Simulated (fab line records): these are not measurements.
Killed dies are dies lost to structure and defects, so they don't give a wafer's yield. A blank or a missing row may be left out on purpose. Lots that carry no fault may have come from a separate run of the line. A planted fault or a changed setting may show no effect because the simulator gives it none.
fab line records	flow sky130
record lots=9	wafers=27	last-day=50
route steps=708 shown LI_CONTACT@376 LOCAL_INTERCONNECT@387
lots with no fault: from the same line, run without faults
start-h: start of the lot's first displayed wafer, in hours after the record's first day	wait-h: time in hours since the lot's previous step	" identical to the entry in the row above	L1.1+2: a row that stands for several wafers	- value missing, or start not given	* or withheld: withheld	< > ~ a bound
route shown NAME@n: names a module that has steps shown in the file, with the first one's number in the route	usual: mean and standard deviation over wafers with no fault	same: alike in all rows	chamber/n: place in a boat	sites: per-site readings	_std_site: standard deviation of those values	_edge_site: outer sites' mean less inner sites'	radius-mm: for every site, how far away it sits from the centre of the wafer	mask NAME#n: copy n	behind: the tool/chamber that last shaped the wafer	hold: what put the lot on hold/how long, in hours/how the hold closed	device: names the non-switching transistor (n, p or np)	end of line: at the end of the route, the tests of the same wafers	a step with no rows: only its recipe	killed: dies lost to structure and defects at the first sort, not the wafer's yield	map: a wafer's dies, x killed, . not, _ none there
set.NAME: setting as actually run; set.NAME@STEP: the setting as run at that earlier step	model.NAME: the simulator's own value behind a step, which no gauge read
a sample of lots followed through the steps of the route, with each step as a table and each wafer as a row
services: the hour from which a tool's chamber was out of use, counted from the record's first day as start-h (under 0 if before that day), plus the number of hours and why
## steps
# step SKY_LI_CONTACT_ETCH_14
# recipe chemistry=N2/H2	target=BARC	ion-energy-ev=200	source-w=500	bias-w=100	pressure-mtorr=30	n2-flow-sccm=100	h2-flow-sccm=200	stop-on=SiO2	time-s=45.9	target-depth-a=600
# usual chamber-pressure-mTorr=30.001/0.03	drypump-motor-current-A=5.3/0.39	oes-product-au=0.854/0.0049	throttle-valve-pct=13.223/0.008
lot.wafer	tool	chamber	start-h	wait-h	chamber-pressure-mTorr	drypump-motor-current-A	oes-product-au	rf-hours-counter-h	throttle-valve-pct
L739.2	rie-diel-03	1	691.92	0.0	30.013	5.5	0.854	7	13.217
L739.3	"	2	"	"	29.984	5.2	0.859	2	13.221
L739.6	"	0	"	"	30.003	5.3	0.857	-	13.221
L742.2	rie-diel-01	1	712.17	0.0	29.987	5.5	0.851	4	13.231
L742.4	"	2	"	"	29.960	5.2	0.854	5	13.229
L742.6	"	2	"	"	30.013	5.2	0.855	-	13.226
L745.1	rie-diel-02	3	734.02	0.0	30.043	4.7	0.862	12	13.217
L745.3	"	0	"	"	30.032	4.7	0.858	10	13.235
L745.6	"	0	"	"	29.964	4.7	0.852	-	13.220
L754.1	rie-diel-03	0	803.98	0.0	30.032	5.2	0.856	11	13.215
L754.2	"	1	"	"	29.960	5.5	0.844	10	13.225
L754.5	"	0	"	"	29.983	5.3	0.852	-	13.217
L752.2	rie-diel-02	3	805.84	0.0	30.007	4.7	0.858	14	13.229
L752.4	"	0	"	"	29.970	4.7	0.856	12	13.229
L752.6	"	2	"	"	29.983	5.9	0.855	-	13.216
L755.1	rie-diel-01	2	835.84	0.0	30.003	5.2	0.856	8	13.214
L755.3	"	0	"	"	30.034	5.8	0.853	5	13.209
L755.6	"	0	"	"	29.998	5.8	0.856	-	13.228
L757.3	rie-diel-02	0	836.87	0.0	30.034	4.7	0.849	13	13.223
L757.4	"	3	"	"	29.997	4.7	0.857	15	13.231
L757.6	"	0	"	"	30.024	4.7	0.853	-	13.217
L758.4	rie-diel-01	3	837.52	0.0	29.975	5.8	0.848	28	13.203
L758.5	"	3	"	"	30.023	5.9	0.854	-	13.221
L758.6	"	0	"	"	30.014	5.8	0.858	-	13.231
L760.3	rie-diel-01	2	846.92	0.0	29.997	5.1	0.851	8	13.228
L760.5	"	1	"	"	29.980	5.5	0.853	-	13.226
L760.6	"	2	"	"	29.995	5.1	0.860	-	13.231
# step SKY_LOCAL_INTERCONNECT_SPUTTER_00
# recipe material=TiN	target-thk-nm=100	temp-c=300	power-w=6500	time-s=83.3	chamber-pressure-pa=0.4
# usual cathode-dc-power-W=6500.0/1	substrate-temp-c=300.01/0.19	throttle-valve-pct=30.2/1.1
lot.wafer	tool	chamber	start-h	wait-h	cathode-dc-power-W	substrate-temp-c	throttle-valve-pct
L739.2	pvd-sputter-02	-	693.10	0.2	6500.7	300.22	30.7
L739.3	"	-	"	"	6501.0	300.45	29.5
L739.6	"	-	"	"	6501.7	299.81	30.7
L742.2	pvd-sputter-03	-	713.45	0.1	6501.0	300.25	30.0
L742.4	"	-	"	"	6500.9	300.12	30.8
L742.6	"	-	"	"	6500.3	300.06	29.7
L745.1	pvd-sputter-04	-	735.60	0.2	6499.7	300.05	28.9
L745.3	"	-	"	"	6500.5	300.04	29.0
L745.6	"	-	"	"	6500.4	299.86	31.1
L754.1	pvd-sputter-02	-	805.24	0.1	6499.3	300.05	30.6
L754.2	"	-	"	"	6500.8	300.11	29.0
L754.5	"	-	"	"	6497.1	300.00	31.0
L752.2	pvd-sputter-02	-	807.00	0.2	6499.8	300.03	30.5
L752.4	"	-	"	"	6499.5	300.30	31.0
L752.6	"	-	"	"	6500.1	299.61	30.7
L755.1	pvd-sputter-02	-	837.00	0.1	6501.1	300.08	30.8
L755.3	"	-	"	"	6499.7	299.96	28.6
L755.6	"	-	"	"	6498.4	299.76	30.8
L757.3	pvd-sputter-04	-	838.05	0.2	6503.3	299.77	30.9
L757.4	"	-	"	"	6497.8	299.62	31.0
L757.6	"	-	"	"	6499.9	299.76	29.2
L758.4	pvd-sputter-04	-	838.70	0.1	6501.0	300.03	31.4
L758.5	"	-	"	"	6500.8	300.25	29.0
L758.6	"	-	"	"	6499.5	299.94	30.8
L760.3	pvd-sputter-03	-	848.10	0.1	6500.7	300.07	30.8
L760.5	"	-	"	"	6499.9	299.98	32.6
L760.6	"	-	"	"	6499.5	299.70	30.4
# step SKY_LOCAL_INTERCONNECT_RS_MEAS_01
# recipe thk-meas-gauge=four-point-probe	reads=TiN_of_LOCAL_INTERCONNECT_SPUTTER_00
# usual LOCAL_INTERCONNECT_TIN_RS=14.18/0.17
lot.wafer	tool	chamber	start-h	wait-h	hold	LOCAL_INTERCONNECT_TIN_RS[ohm/sq]
L739.2	film-metro-03	-	693.19	0.1	-	14.15
L739.3	"	-	"	"	-	13.87
L739.6	"	-	"	"	-	14.18
L742.2	film-metro-01	-	713.53	0.1	-	13.97
L742.4	"	-	"	"	-	14.15
L742.6	"	-	"	"	-	14.23
L745.1	film-metro-04	-	735.66	0.0	-	14.01
L745.3	"	-	"	"	-	14.33
L745.6	"	-	"	"	-	14.02
L754.1	film-metro-04	-	805.30	0.0	-	14.02
L754.2	"	-	"	"	-	14.06
L754.5	"	-	"	"	-	14.47
L752.2	film-metro-04	-	807.08	0.1	await-dispo/0.2h/release	18.09
L752.4	"	-	"	"	await-dispo/0.2h/release	14.56
L752.6	"	-	"	"	await-dispo/0.2h/release	18.11
L752.2	film-metro-04	-	807.37	0.3	-	18.09
L752.4	"	-	"	"	-	14.54
L752.6	"	-	"	"	-	18.13
L755.1	film-metro-03	-	837.06	0.0	await-dispo/0.2h/release	14.44
L755.3	"	-	"	"	await-dispo/0.2h/release	18.58
L755.6	"	-	"	"	await-dispo/0.2h/release	18.59
L755.1	film-metro-03	-	837.35	0.3	-	14.44
L755.3	"	-	"	"	-	18.55
L755.6	"	-	"	"	-	18.58
L757.3	film-metro-03	-	838.16	0.1	-	13.97
L757.4	"	-	"	"	-	14.17
L757.6	"	-	"	"	-	14.30
L758.4	film-metro-01	-	838.82	0.1	-	13.98
L758.5	"	-	"	"	-	14.18
L758.6	"	-	"	"	-	14.01
L760.3	film-metro-04	-	848.21	0.1	-	14.09
L760.5	"	-	"	"	-	13.96
L760.6	"	-	"	"	-	14.09
# step SKY_LOCAL_INTERCONNECT_THK_MEAS_02
# recipe thk-meas-gauge=xrf	reads=TiN_of_LOCAL_INTERCONNECT_SPUTTER_00
# usual LOCAL_INTERCONNECT_TIN_THK=98.5/1.3
lot.wafer	tool	chamber	start-h	wait-h	hold	LOCAL_INTERCONNECT_TIN_THK[nm]
L739.2	film-metro-03	-	693.30	0.1	-	98.6
L739.3	"	-	"	"	-	100.9
L739.6	"	-	"	"	-	98.7
L742.2	film-metro-01	-	713.64	0.1	-	100.4
L742.4	"	-	"	"	-	98.6
L742.6	"	-	"	"	-	98.5
L745.1	film-metro-04	-	735.78	0.1	-	99.1
L745.3	"	-	"	"	-	96.9
L745.6	"	-	"	"	-	99.3
L754.1	film-metro-04	-	805.42	0.1	-	98.5
L754.2	"	-	"	"	-	98.2
L754.5	"	-	"	"	-	95.3
L752.2	film-metro-04	-	809.54	2.1	await-dispo/0.2h/release	77.2
L752.4	"	-	"	"	await-dispo/0.2h/release	95.2
L752.6	"	-	"	"	await-dispo/0.2h/release	77.0
L752.2	film-metro-04	-	809.76	0.2	-	77.0
L752.4	"	-	"	"	-	94.9
L752.6	"	-	"	"	-	76.7
L757.3	film-metro-03	-	838.26	0.1	-	99.5
L757.4	"	-	"	"	-	98.8
L757.6	"	-	"	"	-	97.8
L758.4	film-metro-01	-	838.91	0.1	-	100.0
L758.5	"	-	"	"	-	98.9
L758.6	"	-	"	"	-	100.5
L755.1	film-metro-03	-	842.61	5.2	await-dispo/0.2h/release	97.4
L755.3	"	-	"	"	await-dispo/0.2h/release	76.4
L755.6	"	-	"	"	await-dispo/0.2h/release	76.5
L755.1	film-metro-03	-	842.83	0.2	-	96.9
L755.3	"	-	"	"	-	76.5
L755.6	"	-	"	"	-	76.5
L760.3	film-metro-04	-	848.31	0.1	-	98.3
L760.5	"	-	"	"	-	99.3
L760.6	"	-	"	"	-	98.4
# step SKY_LOCAL_INTERCONNECT_OVL_MEAS_12
# usual LOCAL_INTERCONNECT_OVL=3/4.9
lot.wafer	tool	chamber	start-h	wait-h	LOCAL_INTERCONNECT_OVL[nm]
L739.2	overlay-01	-	721.74	0.1	2
L739.3	"	-	"	"	0
L739.6	"	-	"	"	-9
L742.2	overlay-02	-	741.40	0.1	7
L742.4	"	-	"	"	8
L742.6	"	-	"	"	0
L745.1	overlay-02	-	762.77	0.1	8
L745.3	"	-	"	"	8
L745.6	"	-	"	"	13
L754.1	overlay-01	-	832.53	0.1	-5
L754.2	"	-	"	"	10
L754.5	"	-	"	"	-4
L752.2	overlay-01	-	834.29	0.1	6
L752.4	"	-	"	"	3
L752.6	"	-	"	"	10
L755.1	overlay-01	-	863.75	0.1	4
L755.3	"	-	"	"	7
L755.6	"	-	"	"	8
L757.3	overlay-01	-	864.91	0.1	5
L757.4	"	-	"	"	7
L757.6	"	-	"	"	3
L758.4	overlay-01	-	865.27	0.1	6
L758.5	"	-	"	"	0
L758.6	"	-	"	"	8
L760.3	overlay-01	-	874.72	0.1	7
L760.5	"	-	"	"	0
L760.6	"	-	"	"	-2
# step SKY_LOCAL_INTERCONNECT_ETCH_13
# recipe chemistry=N2/H2	target=BARC	ion-energy-ev=200	bias-w=100	pressure-mtorr=30	n2-flow-sccm=100	h2-flow-sccm=200	icp-w=500	stop-on=SiO2	time-s=45.9	target-depth-a=600
# usual chamber-pressure-mTorr=29.999/0.028	drypump-motor-current-A=5.6/0.32	he-backside-leak-sccm=3.42/0.17	oes-product-au=0.854/0.0046	throttle-valve-pct=13.224/0.0087
lot.wafer	tool	chamber	start-h	wait-h	chamber-pressure-mTorr	drypump-motor-current-A	he-backside-leak-sccm	oes-product-au	rf-hours-counter-h	throttle-valve-pct
L739.2	rie-metal-01	1	721.77	0.0	30.001	5.7	3.08	0.861	12	13.231
L739.3	"	0	"	"	29.965	5.1	3.47	0.852	-	13.238
L739.6	"	0	"	"	30.039	5.1	3.29	0.858	-	13.230
L742.2	rie-metal-01	1	741.43	0.0	30.023	5.7	3.19	0.863	13	13.239
L742.4	"	0	"	"	29.994	5.1	3.54	0.846	-	13.223
L742.6	"	1	"	"	30.009	5.6	3.23	0.853	-	13.228
L745.1	rie-metal-03	1	762.81	0.0	30.040	5.8	3.38	0.853	11	13.238
L745.3	"	1	"	"	30.037	5.8	3.43	0.862	-	13.219
L745.6	"	1	"	"	30.025	5.8	3.48	0.850	-	13.219
L754.1	rie-metal-03	0	832.57	0.0	29.962	5.6	3.50	0.844	10	13.220
L754.2	"	1	"	"	30.000	5.8	3.54	0.856	14	13.211
L754.5	"	1	"	"	29.998	5.8	3.17	0.851	-	13.227
L752.2	rie-metal-01	0	834.32	0.0	29.978	5.1	3.69	0.856	6	13.224
L752.4	"	0	"	"	29.994	5.1	3.57	0.851	-	13.237
L752.6	"	0	"	"	30.061	5.1	3.65	0.855	-	13.203
L755.1	rie-metal-04	1	863.79	0.0	29.990	6.1	3.71	0.855	7	13.220
L755.3	"	1	"	"	29.942	6.1	3.77	0.853	-	13.224
L755.6	"	0	"	"	30.015	5.6	3.28	0.858	-	13.227
L757.3	rie-metal-03	0	864.96	0.0	30.012	5.7	3.53	0.852	-	13.231
L757.4	"	1	"	"	29.994	5.8	3.30	0.852	-	13.229
L757.6	"	1	"	"	30.015	5.8	3.24	0.855	-	13.224
L758.4	rie-metal-04	0	865.31	0.0	29.994	5.6	3.52	0.853	-	13.222
L758.5	"	1	"	"	29.979	6.0	3.41	0.849	-	13.234
L758.6	"	0	"	"	29.961	5.6	3.54	0.855	-	13.239
L760.3	rie-metal-04	1	874.77	0.0	29.976	6.0	3.65	0.858	-	13.213
L760.5	"	0	"	"	30.017	5.6	3.50	0.858	-	13.239
L760.6	"	1	"	"	29.976	6.0	3.60	0.863	-	13.226
# step SKY_LOCAL_INTERCONNECT_METAL_ETCH_14
# recipe target-depth-nm=110	stop-on=PSG	chemistry=Cl2/BCl3	target=TiN	resist-sidewall-deg=88	pressure-mtorr=10	icp-w=900	bias-w=48.5	Cl2_flow_sccm=60	bcl3-flow-sccm=30	time-s=31.4
# usual chamber-pressure-mTorr=10.000/0.0092	drypump-motor-current-A=5.6/0.32	he-backside-leak-sccm=3.45/0.18	oes-product-au=0.940/0.0072	throttle-valve-pct=21.903/0.01
lot.wafer	tool	chamber	start-h	wait-h	chamber-pressure-mTorr	drypump-motor-current-A	he-backside-leak-sccm	oes-product-au	rf-hours-counter-h	throttle-valve-pct
L739.2	rie-metal-01	1	721.83	0.0	9.992	5.6	3.30	0.942	12	21.912
L739.3	"	0	"	"	9.996	5.1	3.52	0.950	-	21.905
L739.6	"	0	"	"	9.993	5.1	3.54	0.934	-	21.905
L742.2	rie-metal-01	1	741.50	0.0	10.001	5.6	3.30	0.949	13	21.899
L742.4	"	0	"	"	9.997	5.1	3.46	0.944	-	21.910
L742.6	"	1	"	"	9.989	5.7	3.33	0.936	-	21.895
L745.1	rie-metal-03	1	762.87	0.0	9.997	5.8	3.44	0.944	11	21.888
L745.3	"	1	"	"	9.999	5.8	3.38	0.941	-	21.903
L745.6	"	1	"	"	10.017	5.8	3.33	0.945	-	21.914
L754.1	rie-metal-03	0	832.63	0.0	9.997	5.7	3.42	0.947	10	21.885
L754.2	"	1	"	"	9.999	5.8	3.36	0.942	14	21.892
L754.5	"	1	"	"	10.010	5.8	3.44	0.932	-	21.914
L752.2	rie-metal-01	0	834.38	0.0	10.013	5.1	3.51	0.830	6	21.969
L752.4	"	0	"	"	10.011	5.1	3.72	0.931	-	21.912
L752.6	"	0	"	"	9.992	5.1	3.67	0.819	-	21.979
L755.1	rie-metal-04	1	863.85	0.0	9.988	6.0	3.79	0.932	7	21.900
L755.3	"	1	"	"	10.004	6.0	3.54	0.816	-	21.994
L755.6	"	0	"	"	10.008	5.6	3.45	0.816	-	21.960
L757.3	rie-metal-03	0	865.02	0.0	9.995	5.7	3.41	0.940	-	21.902
L757.4	"	1	"	"	10.002	5.8	3.50	0.943	-	21.897
L757.6	"	1	"	"	9.993	5.8	3.50	0.934	-	21.891
L758.4	rie-metal-04	0	865.37	0.0	10.003	5.6	3.49	0.944	-	21.894
L758.5	"	1	"	"	9.983	6.0	3.64	0.940	-	21.913
L758.6	"	0	"	"	9.998	5.6	3.60	0.947	-	21.882
L760.3	rie-metal-04	1	874.82	0.0	9.998	6.1	3.79	0.937	-	21.882
L760.5	"	0	"	"	9.983	5.6	3.54	0.947	-	21.895
L760.6	"	1	"	"	10.015	6.1	3.61	0.941	-	21.907
## services
tool	chamber	start-h	hours	kind
pvd-sputter-02	-	668.88	2.0	repair
pvd-sputter-04	2	707.06	-	consumable-replace:kit
pvd-sputter-04	2	707.06	18.0	scheduled-down
pvd-sputter-04	2	707.06	18.0	vent-cycle
rie-metal-03	-	738.46	0.6	repair
rie-metal-04	1	749.09	8.8	repair
pvd-sputter-02	0	756.09	-	consumable-replace:kit
pvd-sputter-02	0	756.09	18.0	scheduled-down
pvd-sputter-02	0	756.09	18.0	vent-cycle
pvd-sputter-03	-	756.54	4.5	repair
rie-diel-02	3	760.71	2.2	repair
rie-diel-01	2	765.82	10.5	repair
rie-metal-03	-	770.61	0.8	repair
rie-diel-02	-	777.61	16.7	repair
rie-diel-03	1	785.46	9.3	repair
rie-metal-03	1	792.09	3.0	repair
rie-metal-01	-	801.57	0.8	repair
rie-diel-01	0	815.07	10.2	repair
rie-diel-01	3	838.12	-	clean
rie-diel-01	3	838.12	29.3	scheduled-down
rie-diel-01	3	838.12	29.3	vent-cycle
rie-diel-02	2	854.72	8.8	repair
pvd-sputter-04	-	857.41	3.3	repair
rie-diel-02	-	871.26	2.8	pm
## key
first-sign step=SKY_LOCAL_INTERCONNECT_RS_MEAS_01	reading=visit	direction=added
effect step=SKY_LOCAL_INTERCONNECT_RS_MEAS_01	reading=LOCAL_INTERCONNECT_TIN_RS	direction=up	sigmas=25	usual=14.18	struck=18.34
effect step=SKY_LOCAL_INTERCONNECT_THK_MEAS_02	reading=visit	direction=added
effect step=SKY_LOCAL_INTERCONNECT_THK_MEAS_02	reading=LOCAL_INTERCONNECT_TIN_THK	direction=down	sigmas=17	usual=98.5	struck=76.8
effect step=SKY_LOCAL_INTERCONNECT_METAL_ETCH_14	reading=oes-product-au	direction=down	sigmas=17	usual=0.940	struck=0.820
met-at SKY_LOCAL_INTERCONNECT_SPUTTER_00
struck-lots L752,L755
struck-wafers L752.2,L752.6,L755.3,L755.6
tester-left-out L752,L755
not-acting-at SKY_LI_CONTACT_ETCH_14,SKY_LOCAL_INTERCONNECT_OVL_MEAS_12,SKY_LOCAL_INTERCONNECT_ETCH_13
onset-between 805.24 807.00
fault kind=process-parameter-drift	tool=pvd-sputter-02	chamber=-	onset-h=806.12	steps=SKY_LOCAL_INTERCONNECT_SPUTTER_00	channel=time-s	offset=*	shape=step	end-h=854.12	scope=struck-wafers-only	acts-in=*	stated=*
# tester-left-out: of these lots the tester's yield and bins aren't shown, on N5 and GAA mostly nor the transistor test; their killed dies are dies lost to structure and defects alone, not to doping, threshold or leakage, so they don't give the yield
